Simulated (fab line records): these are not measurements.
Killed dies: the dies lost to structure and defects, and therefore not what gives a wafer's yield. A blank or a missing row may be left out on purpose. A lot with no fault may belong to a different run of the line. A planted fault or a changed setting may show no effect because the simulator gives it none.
Struck lot and sound lot, side by side	flow gf180mcu	15 out of 602 route steps
Sound: wafers L624.2, L624.4, L624.5. Struck: wafer L635.2 (left out: L635.5, a lot-mate that was not struck); the cause follows at the end.
Order at every step that has rows: each side's tool, ch and its chambers, its first start. Under that, the readings that differ: sound wafers	struck wafers	difference of the means	sigmas: that difference in standard deviations of wafers without a fault.
alike: a reading whose means differ by less than 2 such deviations, as well as words and numbers matching on both sides. not compared: withheld readings; readings where some wafer has no value; bounds like >300 that might hide an equal value; numbers whose values overlap and for which the record gives no deviation.
A row with sigmas, a row that says differs or no value, or rows on one side alone: a step with any of these is where the two part. Numbers that have no deviation but don't overlap get no sigmas and don't part them. A reading that every wafer of one side lacks parts them only if that side has two wafers or more.

first, 3 steps without rows for these wafers: GF_V2_STRIP_18 (strips in O2/N2); GF_V2_STRIP_19 (strips in post etch residue remover, time 1200 s); GF_V2_CLEAN_20 (cleans in DIW).
GF_V2_SPUTTER_21: material Ti, target thk 15 nm, time 80.02 s.
  sound: pvd_sputter-04 at day 21 19:07; struck: pvd_sputter-03 at day 25 06:45
  alike: throttle_valve_pct
then, 1 step without rows for these wafers: GF_V2_SPUTTER_22 (material TiN, target thk 10 nm, time 40 s).
GF_V2_CVD_23: deposits W, target thk 350 nm, time 104.94 s.
  sound on cvd_w-01 ch 0,1, day 21 19:13; struck on cvd_w-01 ch 1, day 25 06:51
  alike: heater_power_w
GF_V2_RS_MEAS_24: measures by four-point-probe.
  sound: film_metro-04 at day 21 19:20; struck: film_metro-02 at day 25 06:59
  alike: V2_W_RS
GF_V2_THK_MEAS_25: measures by xrf.
  sound: film_metro-04 at day 21 19:27; struck: film_metro-02 at day 25 07:05
  alike: V2_W_THK
GF_V2_CMP_26: polishes, stops on SiO2, t overpolish 15 s, target thk 0 nm.
  sound on cmp-02 ch 1,2,3, day 21 19:36; struck on cmp-02 ch 1, day 25 07:17
  alike: edge_zone_pressure_frac, motor_current_A, overpolish_run_s, platen_rpm, time_to_endpoint_s
GF_M3_SPUTTER_00: material Ti, target thk 37.5 nm, time 150 s.
  sound: pvd_sputter-04 at day 21 19:48; struck: pvd_sputter-04 at day 25 07:26
  alike: throttle_valve_pct
GF_M3_SPUTTER_01: material TiN, target thk 30 nm, time 25 s.
  sound: pvd_sputter-04 at day 21 19:54; struck: pvd_sputter-04 at day 25 07:32
  alike: throttle_valve_pct
then, 1 step without rows for these wafers: GF_M3_SPUTTER_02 (material AlCu, target thk 450 nm, time 23.9 s).
GF_M3_SPUTTER_03: material Ti, target thk 10 nm, time 6.7 s.
  sound: pvd_sputter-04 at day 21 19:58; struck: pvd_sputter-04 at day 25 07:36
reading	sound	struck	difference	sigmas
model.Ti_of_M3_SPUTTER_03.thk_nm (nm)	9.803 10.04 9.979	8.566	-1.375	
  alike: throttle_valve_pct
then, 2 steps without rows for these wafers: GF_M3_SPUTTER_04 (material TiN, target thk 50 nm, time 41.7 s); GF_PASSIVATION_PROBE_99.

## WHERE THEY PART
Nowhere in this record.

WHY: what the simulator had put in
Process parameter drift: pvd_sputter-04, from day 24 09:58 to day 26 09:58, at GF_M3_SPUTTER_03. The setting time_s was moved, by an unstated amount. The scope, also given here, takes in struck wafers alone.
